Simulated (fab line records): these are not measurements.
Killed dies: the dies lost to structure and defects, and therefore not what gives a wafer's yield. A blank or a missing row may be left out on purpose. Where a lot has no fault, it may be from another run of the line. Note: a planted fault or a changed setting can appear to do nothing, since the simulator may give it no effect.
2 desks looking at one fault | flow sky130 | each desk holds nothing but its own numbers, with what lay behind them at the end

## FROM THE METROLOGY DESK
Lot by lot, what the gauges showed, no matter which tool ran the lot: averages of those sampled wafers that carry a number. Marked OUT: a lot whose mean sits more than 4 standard deviations from the usual mean, which makes it out of limits; the brackets give that distance.
Columns: A = cdNm at SKY_FIELD_ISO_CD_MEAS_13, usual 149.7 nm; B = cdNm at SKY_VT_ADJUST_HVTP_CD_MEAS_07, usual 380.1 nm; C = SD_N_RS at SKY_SD_N_RS_MEAS_16, usual 68.67 ohm/sq
lot  | first seen here | A     | B     | C
L527 | day 2 04:17     | 150.3 | 378.5 | 68.61
L530 | day 2 19:45     | 148.7 | 383.1 | 68.84
L531 | day 3 02:32     | 150.0 | 382.0 | 68.84
L533 | day 3 11:16     | 149.2 | 381.9 | 68.56
L534 | day 3 19:16     | 148.7 | 377.6 | 68.85
L535 | day 3 21:48     | 150.6 | 378.7 | 76.50 (+46) OUT
L536 | day 4 04:41     | 148.2 | 384.7 | 68.80
L538 | day 4 13:11     | 151.0 | 381.6 | 76.60 (+47) OUT
L546 | day 6 07:20     | 151.2 | 383.3 | 68.44
L547 | day 6 15:02     | 149.4 | 379.8 | 68.57
L549 | day 7 00:19     | 149.9 | 379.1 | 68.75
This desk reports L535, L538 out of limits; the earliest was L535 at day 31 04:03 (SD_N_RS at SKY_SD_N_RS_MEAS_16). Within limits: L527, L530, L531, L533, L534, L536, L546, L547, L549.

## AT THE TOOL OWNER'S DESK: implanter-03
The tool's own readings at SKY_SD_N_IMPLANT_09: means of the sampled wafers that have a number, for each lot that ran on this tool. Marked OUT: a lot whose mean sits more than 4 standard deviations from the usual mean, which makes it out of limits; the brackets give that distance.
Columns: A = beamOnS at SKY_SD_N_IMPLANT_09, usual 18.2 s; B = doseIonsCm2 at SKY_SD_N_IMPLANT_09, usual 4e+15
lot  | first seen here | A              | B
L533 | day 29 19:41    | 18.5           | 4e+15
L534 | day 31 00:50    | 18.5           | 4e+15
L535 | day 31 03:19    | 10.1 (-17) OUT | 2e+15 (-99 or more) OUT
L538 | day 31 12:26    | 10.0 (-17) OUT | 2e+15 (-99 or more) OUT
This desk finds L535, L538 out of limits, L535 being first, at day 31 03:19 (beamOnS at SKY_SD_N_IMPLANT_09). Within limits: L533, L534.

## PUT TOGETHER
The tool owner's desk had the chance to raise an alarm at day 31 03:19 on L535, L538.
The metrology desk could have raised an alarm at day 31 04:03, on L535, L538.
All the named lots went through SKY_SD_N_IMPLANT_09 on implanter-03.

## WHAT HAD BEEN PUT IN BY THE SIMULATOR
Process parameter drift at SKY_SD_N_IMPLANT_09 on implanter-03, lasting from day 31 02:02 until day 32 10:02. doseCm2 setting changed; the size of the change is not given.
Struck lots among those shown: L535, L538.
Hours from the fault's start to each desk's first reading out of limits: the tool owner's desk, 1; the metrology desk, 2.
